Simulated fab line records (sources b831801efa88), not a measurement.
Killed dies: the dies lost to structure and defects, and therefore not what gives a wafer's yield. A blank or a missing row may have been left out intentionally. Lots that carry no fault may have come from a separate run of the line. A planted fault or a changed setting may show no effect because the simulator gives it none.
8D (eight disciplines) problem report, filled in by code | flow gf180mcu | the parts of the form that need people (team, actions taken, sign-off) are left out

## 1. THE PROBLEM
NWELL_TW at GF_NWELL_TW_MEAS_11 reads a mean of 1361 on 6 wafers of 2 lots; wafers without a fault read 1575 with a standard deviation of 12. Relative to the usual mean, that is a shift of -18 standard deviations.
First seen on wafer L203.1, day 5 16:05, on film metro-02. Wafers with a number at this step in the record: 36, from 12 lots. By rule, "out" or "out of limits" means more than 4 standard deviations away from the usual mean. Any other wafer with a number is counted as sound.

## 2. WHAT IT IS; WHAT IT IS NOT
question                    | is                           | is not
which readings at this step | NWELL_TW                     | -
which lots                  | L203, L204                   | L193, L194, L201, L205, L208, L209, L211, L212, L215, L216
which wafers of those lots  | all that have a number       | -
read on which gauges        | film metro-01, film metro-02 | film metro-03
when                        | from day 5 16:05             | up to then (9 sound wafers); but 21 sound wafers of L205, L208, L209, L211, L212, L215, L216 came after

## 3. WHAT RULES OUT EACH SUSPECT
Counting: a tool at any process step up to the reading remains a suspect when it ran all the lots that are out and ran no sound lot after the first of those.
- ruled out: the gauge at GF_NWELL_TW_MEAS_11. Those wafers that are out were read across 2 gauges (film metro-01, film metro-02).
- implanter-01 at GF_NWELL_IMPLANT_08: kept. All lots that are out passed through it, beginning with L203 at day 5 15:41, and no sound lot followed; its final sound lot before that point was L201 at day 5 03:53. Its own readings are out on those wafers: dose ions cm2, faraday current uA.
Remaining after the count: implanter-01 at GF_NWELL_IMPLANT_08.

## 4. THE CAUSE (what the simulator had put in)
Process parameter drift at GF_NWELL_IMPLANT_08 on implanter-01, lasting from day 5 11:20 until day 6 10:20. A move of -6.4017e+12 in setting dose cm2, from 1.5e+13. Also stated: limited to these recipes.
The count eliminated every tool but this one.

## 5. THE EFFECT CHAIN, in route order
Rows list readings where the struck wafers' mean (over those with a number) sits beyond 3 standard deviations from the usual. Only readings whose record carries a usual standard deviation are examined. hours: median over the lots of the time between each lot's start at the first step of this table that gives one and its start at this step. sigmas: the change, counted in usual standard deviations.
hours | step                     | reading            | usual        | on struck wafers | change      | sigmas
0     | GF_NWELL_IMPLANT_08      | dose ions cm2      | 1.4999e+13   | 8.5802e+12       | -6.4188e+12 | -99 or more
0     | GF_NWELL_IMPLANT_08      | faraday current uA | 84.8         | 49.1             | -35.6       | -20
0     | GF_NWELL_TW_MEAS_11      | NWELL_TW           | 1575         | 1361             | -214        | -18
118   | GF_VT_IMPLANT_RS_MEAS_47 | NWELL_RS           | 487.9 ohm/sq | 653.2            | +165.3      | +99 or more
Here are the process steps it includes:
- GF_NWELL_IMPLANT_08

## 6. WHAT WOULD HAVE CAUGHT IT SOONER
Counted from the fault's start at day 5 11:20, it took 5 hours until the first out-of-limits reading at a measuring or inspecting step in this record, taken at day 5 16:05.
The tool's own readings at GF_NWELL_IMPLANT_08 were out on every struck wafer that the step has a row for (dose ions cm2, faraday current uA): an alarm limit on them would have fired on the first of those.
L204, from the lots that are out (2), started GF_NWELL_IMPLANT_08 on implanter-01 later than day 5 16:05. It would have been spared by a hold on the tool at that moment.
